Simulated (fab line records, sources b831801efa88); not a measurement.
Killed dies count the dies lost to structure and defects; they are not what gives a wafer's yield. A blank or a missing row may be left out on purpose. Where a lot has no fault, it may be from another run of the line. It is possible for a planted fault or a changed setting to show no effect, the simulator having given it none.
A lot that was struck, set against a sound lot :: flow sky130 :: 16 out of 708 route steps
Sound: wafers L449.2, L449.3, L449.5. Wafers L456.1, L456.3, L456.6 were the ones struck. The cause is given at the end.
Per side, at each step with rows, come the tool, then ch with its chambers, and then its first start. Under that, the readings that differ: sound wafers :: struck wafers :: difference of the means :: sigmas: that difference in standard deviations of wafers without a fault.
alike: readings with means less than 2 such deviations apart, plus words and numbers identical on both sides. not compared: withheld readings, readings lacking a value on some wafer, bounds such as >300 that could conceal the same value, and numbers that have no deviation in the record and whose values overlap.
The two part at a step that has a row with sigmas, a row that says differs or no value, or rows on one side only. When numbers do not overlap yet have no deviation, they are printed without sigmas and do not part them. A reading that every wafer of one side lacks parts them only if that side has two wafers or more.

first, 5 steps without rows for these wafers: SKY_SONOS_TUNNEL_COAT_02 (resist thk 1140 nm); SKY_SONOS_TUNNEL_SOFTBAKE_03 (time 60 s); SKY_SONOS_TUNNEL_EXPOSE_04 (exposes mask TUNM, target cd 410 nm); SKY_SONOS_TUNNEL_PEB_05; SKY_SONOS_TUNNEL_DEVELOP_06 (develop time 60 s).
SKY_SONOS_TUNNEL_CD_MEAS_07: the cd target is 410 nm.
  sound on cd sem-02, day 15 17:56; struck on cd sem-01, day 18 07:03
  alike: cd nm
SKY_SONOS_TUNNEL_OVL_MEAS_08:
  sound on overlay-01, day 15 18:02; struck on overlay-01, day 18 07:10
  alike: SONOS_TUNNEL_OVL
then, 3 steps without rows for these wafers: SKY_SONOS_TUNNEL_IMPLANT_09; SKY_SONOS_TUNNEL_WET_ETCH_10 (etches SiO2 in dHF, target depth 14 nm, time 280 s); SKY_SONOS_TUNNEL_STRIP_11 (strips in SPM, time 600 s).
SKY_SONOS_TUNNEL_TW_MEAS_12:
  sound on film metro-04, day 15 18:30; struck on film metro-03, day 18 07:38
  alike: SONOS_TUNNEL_TW
then, 1 step without rows for these wafers: SKY_SONOS_TUNNEL_CLEAN_13 (cleans in dHF, time 20 s).
SKY_SONOS_ONO_OXIDATION_00: stabilise 600 s, purge 300 s, target thk 2.6 nm.
  sound on furnace-02 ch 0, day 15 18:43; struck on furnace-01 ch 0, day 18 08:29
reading: spike tc bottom C (C)
sound: 816.9 817.8 816.6
struck: 833.1 834.1 835.6
difference: +17.2
sigmas: +6

reading: spike tc centre C (C)
sound: 800.3 799.9 799.8
struck: 810.3 811.0 811.7
difference: +11.0
sigmas: +11

reading: spike tc lower C (C)
sound: 799.8 801.0 797.6
struck: 811.1 811.3 812.1
difference: +12.0
sigmas: +9

reading: spike tc top C (C)
sound: 813.8 811.4 812.4
struck: 827.6 827.4 826.5
difference: +14.6
sigmas: +9

reading: spike tc upper C (C)
sound: 798.7 800.6 799.8
struck: 810.9 809.7 810.1
difference: +10.5
sigmas: +9

reading: tube center temp C (C)
sound: 800.08 800.08 800.08
struck: 811.95 811.98 812.05
difference: +11.91
sigmas: +99 or more

reading: tube_center_temp_C_max
sound: 802.7 801.5 802.2
struck: 814.5 813.9 813.9
difference: +12.0
sigmas: +34

reading: zone power bottom pct (%)
sound: 21.6 21.8 21.8
struck: 24.9 24.5 24.4
difference: +2.9
sigmas: +3

reading: zone power centre pct (%)
sound: 13.26 13.26 13.32
struck: 13.96 14.18 13.90
difference: +0.73
sigmas: +3

reading: zone power upper pct (%)
sound: 14.60 14.47 14.71
struck: 15.68 15.77 15.57
difference: +1.08
sigmas: +4

reading: model.SiO2_of_SONOS_ONO_OXIDATION_00.thk nm (nm)
sound: 2.571 2.556 2.552
struck: 3.115 3.113 3.084
difference: +0.544
sigmas: 
SKY_SONOS_ONO_THK_MEAS_01:
  sound on film metro-03, day 15 20:05; struck on film metro-03, day 18 09:50
reading: SONOS_ONO_OXIDATION_THK (nm)
sound: 2.59 2.52 2.58
struck: 3.18 3.09 3.14
difference: +0.57
sigmas: +11
then, 1 step without rows for these wafers: SKY_SONOS_ONO_CVD_02 (deposits Si3N4 from DCS/NH3, target thk 10.5 nm, time 180 s).
-- record jumps: 32 days separate the struck wafers' starts on either side; left off in module SONOS_ONO, taken up again in module PAD_OPEN, whose first shown step is the route's number 708 --
SKY_PAD_OPEN_PROBE_99:
  sound on prober-02, day 49 06:00; struck on prober-01, day 50 12:30
reading: model.etest.sonos erased.drive ua um
sound: 208.3 183.8 163
struck: 135 116.3 146.4
difference: -52
sigmas: 

reading: model.etest.cap ono.gate log10 a cm2
sound: -7.907 -8.207 -8.105
struck: -8.663 -8.6 -8.635
difference: -0.560
sigmas: 

reading: model.etest.sonos erased.vt v (V)
sound: -2.304 -2.24 -2.205
struck: -1.661 -1.615 -1.71
difference: +0.588
sigmas: 

reading: model.etest.cap ono.gate bv v (V)
sound: 16.63 16.65 16.45
struck: 16.95 17.12 16.91
difference: +0.42
sigmas: 

reading: model.etest.cap ono.tox acc nm (nm)
sound: 12.92 13.03 13.04
struck: 13.4 13.43 13.48
difference: +0.4
sigmas: 

reading: model.etest.sonos programmed.vt v (V)
sound: 1.452 1.393 1.389
struck: 1.272 1.284 1.244
difference: -0.145
sigmas: 

reading: model.etest.sonos baked.vt less v (V)
sound: -0.5229 -0.5026 -0.4446
struck: -0.3588 -0.3564 -0.3239
difference: +0.1437
sigmas: 
  alike: killed_at_M0_to_M3, killed_at_M4_up, killed at contacts, killed at front end, killed at other, killed dies, killed open, killed short
  not compared: model.etest.sonos programmed.off log10 a um

== WHERE THEY PART ==
Last at SKY_SONOS_ONO_THK_MEAS_01 as far as this record goes, first at SKY_SONOS_ONO_OXIDATION_00. Later steps at which nothing parts them and some readings are alike: SKY_PAD_OPEN_PROBE_99.

WHY: whatever the simulator had introduced
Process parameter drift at SKY_SONOS_ONO_OXIDATION_00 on furnace-01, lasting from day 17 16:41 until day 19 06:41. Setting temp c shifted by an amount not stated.
